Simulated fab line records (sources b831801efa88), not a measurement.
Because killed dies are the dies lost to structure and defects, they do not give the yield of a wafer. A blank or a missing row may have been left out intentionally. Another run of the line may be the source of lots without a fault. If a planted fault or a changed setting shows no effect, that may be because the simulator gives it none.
Which of the tools did it? :: flow gf180mcu :: Sampling: 13 lots, 39 wafers, 5 of 602 route steps

== WHAT EACH GAUGE READ, for each wafer ==
The record lacks any reading of a measuring or inspecting step that a usual standard deviation could be used to judge.

== TOOL THAT RAN EACH LOT (tool first, then ch and the chambers of the sampled wafers, then the start) ==
lot: L564
GF_M1_METAL_ETCH_16: rieMetal-04 ch 0,1, day 17 16:15
GF_M1_STRIP_17: plasmaAsher-02 ch 0,1, day 17 16:22
GF_M2_SPUTTER_02: pvdSputter-02, day 18 18:52
GF_V2_ETCH_16: rieDiel-02 ch 0,1,3, day 20 21:09
GF_V2_STRIP_18: plasmaAsher-01 ch 0,1, day 20 21:17

lot: L565
GF_M1_METAL_ETCH_16: rieMetal-04 ch 0,1, day 18 01:54
GF_M1_STRIP_17: plasmaAsher-02 ch 0,1, day 18 02:01
GF_M2_SPUTTER_02: pvdSputter-03, day 19 04:34
GF_V2_ETCH_16: rieDiel-04 ch 1,2,3, day 21 05:44
GF_V2_STRIP_18: plasmaAsher-01 ch 1, day 21 05:52

lot: L566
GF_M1_METAL_ETCH_16: rieMetal-03 ch 1, day 18 06:12
GF_M1_STRIP_17: plasmaAsher-03 ch 0,1, day 18 06:19
GF_M2_SPUTTER_02: pvdSputter-03, day 19 08:56
GF_V2_ETCH_16: rieDiel-03 ch 0,2, day 21 10:57
GF_V2_STRIP_18: plasmaAsher-04 ch 0,1, day 21 11:09

lot: L569
GF_M1_METAL_ETCH_16: rieMetal-03 ch 0,1, day 19 05:54
GF_M1_STRIP_17: plasmaAsher-04 ch 0,1, day 19 06:01
GF_M2_SPUTTER_02: pvdSputter-04, day 20 09:02
GF_V2_ETCH_16: rieDiel-03 ch 1,2,3, day 22 08:17
GF_V2_STRIP_18: plasmaAsher-04 ch 0,1, day 22 08:25

lot: L570
GF_M1_METAL_ETCH_16: rieMetal-03 ch 1, day 19 18:51
GF_M1_STRIP_17: plasmaAsher-02 ch 1, day 19 18:58
GF_M2_SPUTTER_02: pvdSputter-02, day 20 21:38
GF_V2_ETCH_16: rieDiel-03 ch 2,3, day 22 21:45
GF_V2_STRIP_18: plasmaAsher-01 ch 0, day 22 21:53

lot: L571
GF_M1_METAL_ETCH_16: rieMetal-04 ch 0, day 20 06:22
GF_M1_STRIP_17: plasmaAsher-02 ch 0,1, day 20 06:30
GF_M2_SPUTTER_02: pvdSputter-04, day 21 09:02
GF_V2_ETCH_16: rieDiel-02 ch 1,2,3, day 23 07:57
GF_V2_STRIP_18: plasmaAsher-04 ch 0,1, day 23 08:06

lot: L572
GF_M1_METAL_ETCH_16: rieMetal-04 ch 0, day 20 11:12
GF_M1_STRIP_17: plasmaAsher-02 ch 0,1, day 20 11:26
GF_M2_SPUTTER_02: pvdSputter-04, day 21 14:43
GF_V2_ETCH_16: rieDiel-02 ch 1,2, day 23 14:17
GF_V2_STRIP_18: plasmaAsher-04 ch 0,1, day 23 14:25

lot: L576
GF_M1_METAL_ETCH_16: rieMetal-03 ch 0,1, day 21 20:15
GF_M1_STRIP_17: plasmaAsher-04 ch 0,1, day 21 20:22
GF_M2_SPUTTER_02: pvdSputter-02, day 22 22:05
GF_V2_ETCH_16: rieDiel-02 ch 0,1,3, day 24 20:26
GF_V2_STRIP_18: plasmaAsher-02 ch 0,1, day 24 20:34

lot: L577
GF_M1_METAL_ETCH_16: rieMetal-04 ch 0,1, day 22 05:14
GF_M1_STRIP_17: plasmaAsher-03 ch 0,1, day 22 05:22
GF_M2_SPUTTER_02: pvdSputter-03, day 23 06:54
GF_V2_ETCH_16: rieDiel-04 ch 2,3, day 25 04:53
GF_V2_STRIP_18: plasmaAsher-02 ch 0,1, day 25 05:01

lot: L578
GF_M1_METAL_ETCH_16: rieMetal-03 ch 0,1, day 22 14:20
GF_M1_STRIP_17: plasmaAsher-03 ch 0,1, day 22 14:28
GF_M2_SPUTTER_02: pvdSputter-02, day 23 16:50
GF_V2_ETCH_16: rieDiel-04 ch 1,2, day 25 14:29
GF_V2_STRIP_18: plasmaAsher-04 ch 0,1, day 25 14:37

lot: L584
GF_M1_METAL_ETCH_16: rieMetal-04 ch 0,1, day 24 14:17
GF_M1_STRIP_17: plasmaAsher-04 ch 1, day 24 14:25
GF_M2_SPUTTER_02: pvdSputter-02, day 25 14:47
GF_V2_ETCH_16: rieDiel-04 ch 0,1,2, day 27 10:39
GF_V2_STRIP_18: plasmaAsher-01 ch 0,1, day 27 10:47

lot: L585
GF_M1_METAL_ETCH_16: rieMetal-02 ch 0,1, day 24 19:09
GF_M1_STRIP_17: plasmaAsher-03 ch 0,1, day 24 19:16
GF_M2_SPUTTER_02: pvdSputter-04, day 25 19:10
GF_V2_ETCH_16: rieDiel-03 ch 0,1,2, day 27 12:47
GF_V2_STRIP_18: plasmaAsher-01 ch 0,1, day 27 12:55

lot: L586
GF_M1_METAL_ETCH_16: rieMetal-04 ch 0, day 25 03:02
GF_M1_STRIP_17: plasmaAsher-03 ch 0, day 25 03:10
GF_M2_SPUTTER_02: pvdSputter-03, day 26 03:58
GF_V2_ETCH_16: rieDiel-02 ch 0,1,2, day 27 22:08
GF_V2_STRIP_18: plasmaAsher-01 ch 0,1, day 27 22:16
- GF_M1_METAL_ETCH_16: etches the open film in Cl2/BCl3, stops on SiO2, target depth 627.5 nm, time 104.6 s.
- GF_M1_STRIP_17: strips in O2/N2.
- GF_M2_SPUTTER_02: material AlCu, target thk 450 nm, time 23.9 s.
- GF_V2_ETCH_16: etches BARC in N2/H2.
- GF_V2_STRIP_18: strips in O2/N2.

== AS READ BY THE TOOLS THEMSELVES (means over the sampled wafers that have a number; for cases with no such wafer, the mark the record gives instead) ==
GF_M1_METAL_ETCH_16.
lot: L564
tool: rieMetal-04
drypumpMotorCurrentA (A): 5.8
oesProductAu (a.u.): 0.973
throttleValvePct (%): 28.242

lot: L565
tool: rieMetal-04
drypumpMotorCurrentA (A): 6.1
oesProductAu (a.u.): 0.963
throttleValvePct (%): 28.254

lot: L566
tool: rieMetal-03
drypumpMotorCurrentA (A): 5.1
oesProductAu (a.u.): 0.980
throttleValvePct (%): 28.244

lot: L569
tool: rieMetal-03
drypumpMotorCurrentA (A): 5.7
oesProductAu (a.u.): 0.966
throttleValvePct (%): 28.258

lot: L570
tool: rieMetal-03
drypumpMotorCurrentA (A): 5.1
oesProductAu (a.u.): 0.979
throttleValvePct (%): 28.250

lot: L571
tool: rieMetal-04
drypumpMotorCurrentA (A): 6.4
oesProductAu (a.u.): 0.975
throttleValvePct (%): 28.251

lot: L572
tool: rieMetal-04
drypumpMotorCurrentA (A): 6.4
oesProductAu (a.u.): 0.980
throttleValvePct (%): 28.231

lot: L576
tool: rieMetal-03
drypumpMotorCurrentA (A): 6.2
oesProductAu (a.u.): 0.970
throttleValvePct (%): 28.247

lot: L577
tool: rieMetal-04
drypumpMotorCurrentA (A): 6.1
oesProductAu (a.u.): 0.934
throttleValvePct (%): 28.296

lot: L578
tool: rieMetal-03
drypumpMotorCurrentA (A): 5.6
oesProductAu (a.u.): 0.967
throttleValvePct (%): 28.256

lot: L584
tool: rieMetal-04
drypumpMotorCurrentA (A): 5.8
oesProductAu (a.u.): 0.969
throttleValvePct (%): 28.248

lot: L585
tool: rieMetal-02
drypumpMotorCurrentA (A): 5.9
oesProductAu (a.u.): 0.975
throttleValvePct (%): 28.251

lot: L586
tool: rieMetal-04
drypumpMotorCurrentA (A): 6.4
oesProductAu (a.u.): 0.974
throttleValvePct (%): 28.241

GF_M1_STRIP_17.
lot: L564
tool: plasmaAsher-02
drypumpMotorCurrentA (A): 6.0
heaterPowerW (W): 345
oesProductAu (a.u.): 0.556
platenTempC (C): 249.93
stripTimeToEndpointS (s): 7.84

lot: L565
tool: plasmaAsher-02
drypumpMotorCurrentA (A): 6.0
heaterPowerW (W): 347
oesProductAu (a.u.): 0.558
platenTempC (C): 250.05
stripTimeToEndpointS (s): 7.84

lot: L566
tool: plasmaAsher-03
drypumpMotorCurrentA (A): 5.6
heaterPowerW (W): 353
oesProductAu (a.u.): 0.558
platenTempC (C): 249.91
stripTimeToEndpointS (s): 7.86

lot: L569
tool: plasmaAsher-04
drypumpMotorCurrentA (A): 5.0
heaterPowerW (W): 364
oesProductAu (a.u.): 0.562
platenTempC (C): 249.83
stripTimeToEndpointS (s): 7.91

lot: L570
tool: plasmaAsher-02
drypumpMotorCurrentA (A): 5.7
heaterPowerW (W): 334
oesProductAu (a.u.): 0.560
platenTempC (C): 250.02
stripTimeToEndpointS (s): 7.86

lot: L571
tool: plasmaAsher-02
drypumpMotorCurrentA (A): 6.0
heaterPowerW (W): 346
oesProductAu (a.u.): 0.560
platenTempC (C): 249.92
stripTimeToEndpointS (s): 7.85

lot: L572
tool: plasmaAsher-02
drypumpMotorCurrentA (A): 6.3
heaterPowerW (W): 354
oesProductAu (a.u.): 0.563
platenTempC (C): 250.02
stripTimeToEndpointS (s): 7.86

lot: L576
tool: plasmaAsher-04
drypumpMotorCurrentA (A): 4.9
heaterPowerW (W): 352
oesProductAu (a.u.): 0.554
platenTempC (C): 249.86
stripTimeToEndpointS (s): 7.80

lot: L577
tool: plasmaAsher-03
drypumpMotorCurrentA (A): 5.9
heaterPowerW (W): 366
oesProductAu (a.u.): 0.565
platenTempC (C): 250.03
stripTimeToEndpointS (s): 8.07

lot: L578
tool: plasmaAsher-03
drypumpMotorCurrentA (A): 5.9
heaterPowerW (W): 354
oesProductAu (a.u.): 0.562
platenTempC (C): 250.05
stripTimeToEndpointS (s): 7.87

lot: L584
tool: plasmaAsher-04
drypumpMotorCurrentA (A): 5.1
heaterPowerW (W): 378
oesProductAu (a.u.): 0.555
platenTempC (C): 250.13
stripTimeToEndpointS (s): 7.79

lot: L585
tool: plasmaAsher-03
drypumpMotorCurrentA (A): 5.7
heaterPowerW (W): 349
oesProductAu (a.u.): 0.551
platenTempC (C): 249.92
stripTimeToEndpointS (s): 7.80

lot: L586
tool: plasmaAsher-03
drypumpMotorCurrentA (A): 5.4
heaterPowerW (W): 342
oesProductAu (a.u.): 0.558
platenTempC (C): 250.04
stripTimeToEndpointS (s): 7.82

GF_M2_SPUTTER_02.
lot: L564
tool: pvdSputter-02
throttleValvePct (%): 30.5

lot: L565
tool: pvdSputter-03
throttleValvePct (%): 29.9

lot: L566
tool: pvdSputter-03
throttleValvePct (%): 30.1

lot: L569
tool: pvdSputter-04
throttleValvePct (%): 30.0

lot: L570
tool: pvdSputter-02
throttleValvePct (%): 30.4

lot: L571
tool: pvdSputter-04
throttleValvePct (%): 28.6

lot: L572
tool: pvdSputter-04
throttleValvePct (%): 29.7

lot: L576
tool: pvdSputter-02
throttleValvePct (%): 30.4

lot: L577
tool: pvdSputter-03
throttleValvePct (%): 30.4

lot: L578
tool: pvdSputter-02
throttleValvePct (%): 30.4

lot: L584
tool: pvdSputter-02
throttleValvePct (%): 30.7

lot: L585
tool: pvdSputter-04
throttleValvePct (%): 30.6

lot: L586
tool: pvdSputter-03
throttleValvePct (%): 29.4

GF_V2_ETCH_16.
lot: L564
tool: rieDiel-02
drypumpMotorCurrentA (A): 5.4
oesProductAu (a.u.): 0.857
throttleValvePct (%): 13.220

lot: L565
tool: rieDiel-04
drypumpMotorCurrentA (A): 5.5
oesProductAu (a.u.): 0.849
throttleValvePct (%): 13.222

lot: L566
tool: rieDiel-03
drypumpMotorCurrentA (A): 5.1
oesProductAu (a.u.): 0.857
throttleValvePct (%): 13.229

lot: L569
tool: rieDiel-03
drypumpMotorCurrentA (A): 5.1
oesProductAu (a.u.): 0.857
throttleValvePct (%): 13.239

lot: L570
tool: rieDiel-03
drypumpMotorCurrentA (A): 5.2
oesProductAu (a.u.): 0.855
throttleValvePct (%): 13.230

lot: L571
tool: rieDiel-02
drypumpMotorCurrentA (A): 5.6
oesProductAu (a.u.): 0.855
throttleValvePct (%): 13.213

lot: L572
tool: rieDiel-02
drypumpMotorCurrentA (A): 5.9
oesProductAu (a.u.): 0.858
throttleValvePct (%): 13.224

lot: L576
tool: rieDiel-02
drypumpMotorCurrentA (A): 5.4
oesProductAu (a.u.): 0.852
throttleValvePct (%): 13.229

lot: L577
tool: rieDiel-04
drypumpMotorCurrentA (A): 5.6
oesProductAu (a.u.): 0.857
throttleValvePct (%): 13.221

lot: L578
tool: rieDiel-04
drypumpMotorCurrentA (A): 5.4
oesProductAu (a.u.): 0.853
throttleValvePct (%): 13.225

lot: L584
tool: rieDiel-04
drypumpMotorCurrentA (A): 5.2
oesProductAu (a.u.): 0.856
throttleValvePct (%): 13.229

lot: L585
tool: rieDiel-03
drypumpMotorCurrentA (A): 5.1
oesProductAu (a.u.): 0.851
throttleValvePct (%): 13.217

lot: L586
tool: rieDiel-02
drypumpMotorCurrentA (A): 5.7
oesProductAu (a.u.): 0.854
throttleValvePct (%): 13.218

GF_V2_STRIP_18.
lot: L564
tool: plasmaAsher-01
drypumpMotorCurrentA (A): 5.3
heaterPowerW (W): 368
oesProductAu (a.u.): 0.592
platenTempC (C): 250.05

lot: L565
tool: plasmaAsher-01
drypumpMotorCurrentA (A): 5.4
heaterPowerW (W): 403
oesProductAu (a.u.): 0.594
platenTempC (C): 250.04

lot: L566
tool: plasmaAsher-04
drypumpMotorCurrentA (A): 5.0
heaterPowerW (W): 351
oesProductAu (a.u.): 0.592
platenTempC (C): 249.89

lot: L569
tool: plasmaAsher-04
drypumpMotorCurrentA (A): 5.0
heaterPowerW (W): 348
oesProductAu (a.u.): 0.593
platenTempC (C): 250.10

lot: L570
tool: plasmaAsher-01
drypumpMotorCurrentA (A): 5.1
heaterPowerW (W): 304
oesProductAu (a.u.): 0.593
platenTempC (C): 249.96

lot: L571
tool: plasmaAsher-04
drypumpMotorCurrentA (A): 5.0
heaterPowerW (W): 361
oesProductAu (a.u.): 0.596
platenTempC (C): 249.99

lot: L572
tool: plasmaAsher-04
drypumpMotorCurrentA (A): 5.0
heaterPowerW (W): 368
oesProductAu (a.u.): 0.589
platenTempC (C): 249.81

lot: L576
tool: plasmaAsher-02
drypumpMotorCurrentA (A): 6.3
heaterPowerW (W): 351
oesProductAu (a.u.): 0.593
platenTempC (C): 249.95

lot: L577
tool: plasmaAsher-02
drypumpMotorCurrentA (A): 6.3
heaterPowerW (W): 362
oesProductAu (a.u.): 0.598
platenTempC (C): 250.21

lot: L578
tool: plasmaAsher-04
drypumpMotorCurrentA (A): 5.0
heaterPowerW (W): 344
oesProductAu (a.u.): 0.596
platenTempC (C): 250.07

lot: L584
tool: plasmaAsher-01
drypumpMotorCurrentA (A): 5.3
heaterPowerW (W): 371
oesProductAu (a.u.): 0.592
platenTempC (C): 250.05

lot: L585
tool: plasmaAsher-01
drypumpMotorCurrentA (A): 5.2
heaterPowerW (W): 339
oesProductAu (a.u.): 0.588
platenTempC (C): 250.24

lot: L586
tool: plasmaAsher-01
drypumpMotorCurrentA (A): 5.3
heaterPowerW (W): 376
oesProductAu (a.u.): 0.595
platenTempC (C): 250.13

== THE ANSWER, worked out from the rows above alone ==
Rule: the lots themselves supply what counts as usual. The widest of any qualifying gaps counts: lots, ordered by their means at a reading, are off when they make up no more than a third of the lots, leave a main group of 4 or more, and stand apart from it by 3 or more times the standard deviation of that group's means. If all means in a main group match to the digits the tables above print for the reading, that group is not used. Also off: a lot with no number at a reading for which 4 or more lots have one. The other lots that the step has rows for count as sound. After the gauges, taken in route order, come the tools' own readings; for these a lot's mean is taken, as printed above. At the first step where some lot is off, the reading lying furthest off is the one used; lots without a number count as furthest.
Off, at GF_M1_METAL_ETCH_16 on oesProductAu: L577. For the main group the mean is 0.973 a.u. and the standard deviation 0.0054.
A tool fits if, at that step or a process step before it, it ran every lot that is off, and no sound lot after the first of them. Of those tried, none fits.

== WHAT WAS PUT IN BY THE SIMULATOR ==
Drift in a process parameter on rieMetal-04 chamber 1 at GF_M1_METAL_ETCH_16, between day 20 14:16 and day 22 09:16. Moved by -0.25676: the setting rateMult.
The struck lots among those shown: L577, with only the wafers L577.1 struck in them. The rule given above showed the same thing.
